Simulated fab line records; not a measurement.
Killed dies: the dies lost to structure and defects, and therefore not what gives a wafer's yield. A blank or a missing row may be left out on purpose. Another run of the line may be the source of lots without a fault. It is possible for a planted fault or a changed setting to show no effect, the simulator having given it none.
fab line records	flow sky130
[record] lots = 14	wafers = 42	lastDay = 50
route steps=708 shown FIELD_ISO@3 DNWELL@39 PWDE@55
lots with no fault: from the same line, run without faults
startH: hours from the record's opening day to when the first of the lot's shown wafers began	waitH: time in hours since the lot's previous step	" same as the row above	L1.1+2: a single row standing in for several wafers	- no value, or no start given	* or withheld: withheld	< > ~ a bound
route shown NAME@n: a module of which the file shows steps, and the number in the route of the first	usual: the fault-free wafers' mean and standard deviation	same: alike in all rows	chamber/n: place in a boat	sites: per-site readings	_std_site: standard deviation of those values	_edge_site: inner sites' mean taken away from outer sites' mean	radiusMm: for every site, how far away it sits from the centre of the wafer	mask NAME#n: copy n	behind: tool/chamber where the wafer was last shaped	hold: the reason the lot was held/the length of the hold in hours/how it ended	device: whichever transistor did not switch (one of n, p or np)	end of line: tests of these same wafers at the route's end	for a step that has no rows: nothing shown but its recipe	killed: dies that structure and defects cost at the first sort, which is not the same as the wafer's yield	map: a wafer's dies, marking killed ones x, the rest . and places with no die _
set.NAME: the setting the step ran with; set.NAME@STEP: the setting that earlier step ran with	model.NAME: the simulator's own value behind a step, which no gauge read
a sample of lots followed through the steps of the route, with each step as a table and each wafer as a row
services: when a tool's chamber went out of use (startH, in hours from the record's first day, below 0 if earlier), for how many hours, and the reason
[[steps]]
[step SKY_FIELD_ISO_THK_MEAS_02]
[recipe] reads = SiO2_of_FIELD_ISO_OXIDATION_01
[usual] FIELD_ISO_OXIDATION_00_THK = 11.92/0.25
lot.wafer	tool	chamber	startH	waitH	FIELD_ISO_OXIDATION_00_THK[nm]
L507.2	filmMetro-02	-	13.16	0.0	11.96
L507.4	"	-	"	"	11.77
L507.6	"	-	"	"	12.11
L508.2	filmMetro-03	-	17.60	0.0	12.20
L508.4	"	-	"	"	11.98
L508.6	"	-	"	"	12.02
L509.2	filmMetro-03	-	21.92	0.0	12.08
L509.3	"	-	"	"	11.77
L509.5	"	-	"	"	11.76
L511.1	filmMetro-03	-	33.90	0.0	11.62
L511.4	"	-	"	"	11.60
L511.6	"	-	"	"	11.63
L512.2	filmMetro-01	-	36.94	0.0	11.87
L512.3	"	-	"	"	11.83
L512.6	"	-	"	"	11.85
L513.1	filmMetro-02	-	42.07	0.0	11.74
L513.4	"	-	"	"	11.76
L513.5	"	-	"	"	11.63
L515.1	filmMetro-02	-	51.74	0.0	11.64
L515.2	"	-	"	"	11.93
L515.4	"	-	"	"	11.68
L516.2	filmMetro-03	-	57.01	0.0	12.10
L516.4	"	-	"	"	12.05
L516.5	"	-	"	"	12.08
L519.1	filmMetro-02	-	71.63	0.0	12.44
L519.2	"	-	"	"	12.21
L519.3	"	-	"	"	12.33
L520.2	filmMetro-03	-	77.37	0.0	11.78
L520.4	"	-	"	"	11.68
L520.6	"	-	"	"	11.69
L521.3	filmMetro-03	-	81.65	0.0	11.81
L521.4	"	-	"	"	12.01
L521.6	"	-	"	"	11.91
L522.1	filmMetro-03	-	86.92	0.0	12.55
L522.4	"	-	"	"	12.39
L522.5	"	-	"	"	12.19
L527.2	filmMetro-02	-	112.28	0.0	11.96
L527.5	"	-	"	"	12.17
L527.6	"	-	"	"	12.03
L530.2	filmMetro-02	-	127.98	0.0	11.99
L530.5	"	-	"	"	12.02
L530.6	"	-	"	"	11.95
[step SKY_FIELD_ISO_ETCH_15]
[recipe] chemistry = CHF3/O2	targetDepthNm = 180	stopOn = Si	sourceW = 600	biasW = 200	pressureMtorr = 40	chf3FlowSccm = 50	O2_flow_sccm = 5	timeS = 72
[usual] drypumpMotorCurrentA = 5.92/0.28	oesProductAu = 0.945/0.0075	throttleValvePct = 8.843/0.0084
lot.wafer	tool	chamber	startH	waitH	drypumpMotorCurrentA	oesProductAu	rfHoursCounterH	throttleValvePct
L507.2	rieDiel-01	1	30.56	0.0	5.98	0.939	3	8.854
L507.4	"	3	"	"	5.45	0.946	169	8.848
L507.6	"	1	"	"	5.97	0.942	-	8.827
L508.2	rieDiel-04	3	34.86	0.0	5.61	0.941	124	8.850
L508.4	"	2	"	"	5.65	0.932	74	8.841
L508.6	"	1	"	"	6.14	0.938	-	8.843
L509.2	rieDiel-02	0	38.56	0.0	6.09	0.946	111	8.831
L509.3	"	2	"	"	6.09	0.954	145	8.846
L509.5	"	3	"	"	5.77	0.948	-	8.845
L511.1	rieDiel-02	3	50.66	0.0	5.79	0.940	104	8.823
L511.4	"	0	"	"	6.11	0.936	112	8.841
L511.6	"	0	"	"	6.10	0.932	-	8.853
L512.2	rieDiel-04	0	55.21	0.0	6.00	0.963	1	8.835
L512.3	"	3	"	"	5.59	0.950	125	8.846
L512.6	"	2	"	"	5.66	0.965	-	8.844
L513.1	rieDiel-04	2	59.16	0.0	5.68	0.944	75	8.851
L513.4	"	0	"	"	6.05	0.936	1	8.836
L513.5	"	0	"	"	6.02	0.936	-	8.834
L515.1	rieDiel-04	0	69.80	0.0	6.00	0.957	1	8.843
L515.2	"	3	"	"	5.62	0.951	125	8.850
L515.4	"	2	"	"	5.63	0.960	-	8.848
L516.2	rieDiel-01	3	75.80	0.0	5.46	0.951	170	8.854
L516.4	"	2	"	"	6.29	0.952	132	8.834
L516.5	"	0	"	"	5.54	0.951	-	8.831
L519.1	rieDiel-04	0	91.04	0.0	6.04	0.944	2	8.853
L519.2	"	3	"	"	5.59	0.939	125	8.846
L519.3	"	1	"	"	6.13	0.949	158	8.846
L520.2	rieDiel-02	0	96.79	0.0	6.08	0.940	113	8.849
L520.4	"	2	"	"	6.16	0.949	146	8.865
L520.6	"	3	"	"	5.79	0.947	-	8.830
L521.3	rieDiel-04	0	102.74	0.0	5.99	0.952	2	8.840
L521.4	"	1	"	"	6.15	0.941	158	8.845
L521.6	"	1	"	"	6.14	0.947	-	8.846
L522.1	rieDiel-01	3	107.49	0.0	5.45	0.957	0	8.836
L522.4	"	0	"	"	5.54	0.952	158	8.845
L522.5	"	0	"	"	5.52	0.954	-	8.845
L527.2	rieDiel-01	0	133.26	0.0	5.55	0.954	158	8.842
L527.5	"	2	"	"	6.29	0.952	-	8.859
L527.6	"	3	"	"	5.45	0.936	-	8.835
L530.2	rieDiel-02	3	148.94	0.0	5.78	0.949	106	8.850
L530.5	"	1	"	"	6.39	0.949	-	8.837
L530.6	"	0	"	"	6.07	0.937	-	8.837
[step SKY_DNWELL_EXPOSE_04]
[recipe] maskId = DNM	na = 0.57	targetCdNm = 3000	doseMj = 222
[usual] exposureDoseMJCm2 = 222.03/0.21	focusOffsetNm = 0.0/0.47
lot.wafer	tool	chamber	startH	waitH	mask	exposureDoseMJCm2	focusOffsetNm
L507.2	ilineStepper-01	0	46.60	-	DNM#0	222.10	0.4
L507.4	"	0	"	"	DNM#0	221.91	0.7
L507.6	"	0	"	"	DNM#0	221.97	1.0
L508.2	ilineStepper-02	0	50.87	-	DNM#0	222.11	0.0
L508.4	"	0	"	"	DNM#0	222.31	0.3
L508.6	"	0	"	"	DNM#0	221.98	0.0
L509.2	ilineStepper-02	0	53.11	-	DNM#0	222.28	0.3
L509.3	"	0	"	"	DNM#0	222.34	-0.7
L509.5	"	0	"	"	DNM#0	222.44	-0.3
L511.1	ilineStepper-02	0	66.63	-	DNM#0	221.80	-0.2
L511.4	"	0	"	"	DNM#0	222.17	-0.1
L511.6	"	0	"	"	DNM#0	222.21	0.4
L512.2	ilineStepper-02	0	71.30	-	DNM#0	221.98	-0.1
L512.3	"	0	"	"	DNM#0	221.84	0.6
L512.6	"	0	"	"	DNM#0	221.90	0.7
L513.1	ilineStepper-01	0	75.31	-	DNM#0	221.79	-0.4
L513.4	"	0	"	"	DNM#0	221.70	-0.3
L513.5	"	0	"	"	DNM#0	221.79	0.4
L515.1	ilineStepper-01	0	86.06	-	DNM#0	221.75	0.4
L515.2	"	0	"	"	DNM#0	221.93	0.4
L515.4	"	0	"	"	DNM#0	221.98	0.1
L516.2	ilineStepper-01	0	91.55	-	DNM#0	222.12	0.3
L516.4	"	0	"	"	DNM#0	222.03	-0.3
L516.5	"	0	"	"	DNM#0	222.26	0.4
L519.1	ilineStepper-01	0	107.24	-	DNM#0	221.74	0.2
L519.2	"	0	"	"	DNM#0	222.03	0.7
L519.3	"	0	"	"	DNM#0	221.91	0.0
L520.2	ilineStepper-02	0	111.98	-	DNM#0	222.32	0.3
L520.4	"	0	"	"	DNM#0	221.93	-0.1
L520.6	"	0	"	"	DNM#0	221.93	0.2
L521.3	ilineStepper-01	-	118.35	-	DNM#0	-	-
L521.4	"	-	"	"	DNM#0	-	-
L521.6	"	-	"	"	DNM#0	-	-
L522.1	ilineStepper-01	-	124.69	-	DNM#0	-	-
L522.4	"	-	"	"	DNM#0	-	-
L522.5	"	-	"	"	DNM#0	-	-
L527.2	ilineStepper-02	0	152.78	-	DNM#0	222.18	0.1
L527.5	"	0	"	"	DNM#0	222.31	-0.3
L527.6	"	0	"	"	DNM#0	222.08	-0.4
L530.2	ilineStepper-02	0	166.60	-	DNM#0	222.00	-0.1
L530.5	"	0	"	"	DNM#0	222.22	-0.2
L530.6	"	0	"	"	DNM#0	221.90	0.0
[step SKY_DNWELL_TW_MEAS_09]
[usual] DNWELL_TW = 1116/17
lot.wafer	tool	chamber	startH	waitH	DNWELL_TW
L507.2	filmMetro-04	-	54.99	0.1	1127
L507.4	"	-	"	"	1125
L507.6	"	-	"	"	1121
L508.2	filmMetro-02	-	59.35	0.1	1142
L508.4	"	-	"	"	1138
L508.6	"	-	"	"	1142
L509.2	filmMetro-01	-	60.95	0.1	1089
L509.3	"	-	"	"	1094
L509.5	"	-	"	"	1097
L511.1	filmMetro-02	-	75.24	0.1	1136
L511.4	"	-	"	"	1136
L511.6	"	-	"	"	1131
L512.2	filmMetro-01	-	79.44	0.1	1090
L512.3	"	-	"	"	1090
L512.6	"	-	"	"	1095
L513.1	filmMetro-04	-	83.69	0.1	1104
L513.4	"	-	"	"	1116
L513.5	"	-	"	"	1104
L515.1	filmMetro-01	-	95.18	0.1	1091
L515.2	"	-	"	"	1090
L515.4	"	-	"	"	1086
L516.2	filmMetro-01	-	100.69	0.1	1093
L516.4	"	-	"	"	1088
L516.5	"	-	"	"	1096
L519.1	filmMetro-01	-	116.33	0.1	1103
L519.2	"	-	"	"	1101
L519.3	"	-	"	"	1097
L520.2	filmMetro-02	-	120.74	0.1	1122
L520.4	"	-	"	"	1123
L520.6	"	-	"	"	1127
L521.3	filmMetro-04	-	127.26	0.1	30
L521.4	"	-	"	"	30
L521.6	"	-	"	"	30
L522.1	filmMetro-02	-	134.08	0.1	30
L522.4	"	-	"	"	31
L522.5	"	-	"	"	30
L527.2	filmMetro-04	-	162.55	0.1	1116
L527.5	"	-	"	"	1116
L527.6	"	-	"	"	1112
L530.2	filmMetro-01	-	177.29	0.1	1104
L530.5	"	-	"	"	1107
L530.6	"	-	"	"	1104
[step SKY_PWDE_TW_MEAS_10]
[usual] PWDE_TW = 374/5.1
lot.wafer	tool	chamber	startH	waitH	PWDE_TW
L507.2	filmMetro-01	-	71.79	0.1	369
L507.4	"	-	"	"	367
L507.6	"	-	"	"	367
L508.2	filmMetro-01	-	76.24	0.1	367
L508.4	"	-	"	"	368
L508.6	"	-	"	"	369
L509.2	filmMetro-04	-	78.09	0.1	373
L509.3	"	-	"	"	372
L509.5	"	-	"	"	372
L511.1	filmMetro-01	-	92.37	0.1	368
L511.4	"	-	"	"	368
L511.6	"	-	"	"	367
L512.2	filmMetro-04	-	96.64	0.1	377
L512.3	"	-	"	"	375
L512.6	"	-	"	"	377
L513.1	filmMetro-01	-	101.58	0.1	372
L513.4	"	-	"	"	368
L513.5	"	-	"	"	370
L515.1	filmMetro-04	-	113.07	0.1	377
L515.2	"	-	"	"	377
L515.4	"	-	"	"	375
L516.2	filmMetro-02	-	119.15	0.1	381
L516.4	"	-	"	"	381
L516.5	"	-	"	"	382
L519.1	filmMetro-02	-	134.82	0.1	379
L519.2	"	-	"	"	378
L519.3	"	-	"	"	379
L520.2	filmMetro-04	-	140.19	0.1	374
L520.4	"	-	"	"	374
L520.6	"	-	"	"	376
L521.3	filmMetro-04	-	146.60	0.1	375
L521.4	"	-	"	"	375
L521.6	"	-	"	"	374
L522.1	filmMetro-02	-	153.58	0.1	378
L522.4	"	-	"	"	379
L522.5	"	-	"	"	377
L527.2	filmMetro-02	-	183.58	0.1	381
L527.5	"	-	"	"	381
L527.6	"	-	"	"	379
L530.2	filmMetro-02	-	198.34	0.1	381
L530.5	"	-	"	"	381
L530.6	"	-	"	"	378
[[services]]
tool	chamber	startH	hours	kind
ilineStepper-01	0	17.38	-	calibration
ilineStepper-02	0	23.17	-	calibration
ilineStepper-01	-	50.26	6.4	repair
rieDiel-04	1	69.02	3.4	repair
rieDiel-01	3	76.88	-	clean
rieDiel-01	3	76.88	20.2	scheduledDown
rieDiel-01	3	76.88	20.2	ventCycle
ilineStepper-02	-	87.04	1.7	pm
ilineStepper-01	-	103.84	1.7	pm
rieDiel-01	3	117.05	3.3	repair
ilineStepper-02	-	120.67	22.4	repair
rieDiel-04	3	125.15	7.8	repair
rieDiel-04	1	136.24	-	clean
rieDiel-04	1	136.24	24.0	scheduledDown
rieDiel-04	1	136.24	24.0	ventCycle
rieDiel-01	0	138.77	-	clean
rieDiel-01	0	138.77	20.1	scheduledDown
rieDiel-01	0	138.77	20.1	ventCycle
rieDiel-01	1	151.23	4.2	repair
ilineStepper-01	-	156.37	4.4	pm
[[key]]
[firstSign] step = SKY_DNWELL_EXPOSE_04	reading = toolRecord	direction = missing
[effect] step = SKY_DNWELL_TW_MEAS_09	reading = DNWELL_TW	direction = down	sigmas = 63	usual = 1116	struck = 30
metAt SKY_DNWELL_EXPOSE_04
struckLots L521,L522
sortLeftOut L521.3,L521.4,L521.6,L522.1,L522.4,L522.5
testerLeftOut L521,L522
notActingAt SKY_FIELD_ISO_THK_MEAS_02,SKY_FIELD_ISO_ETCH_15,SKY_PWDE_TW_MEAS_10
onsetBetween 107.24 118.35
[fault] kind = skippedStepWhole	tool = ilineStepper-01	chamber = -	onsetH = 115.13	steps = SKY_DNWELL_EXPOSE_04	scope = struckLotsOnly
// testerLeftOut: of these lots the tester's yield and bins aren't shown, on N5 and GAA mostly nor the transistor test; their killed dies are dies lost to structure and defects alone, not to doping, threshold or leakage, so they don't give the yield
// sortLeftOut: the simulated sort isn't trusted on such a fault, so these wafers' sort isn't shown, and their yield isn't known
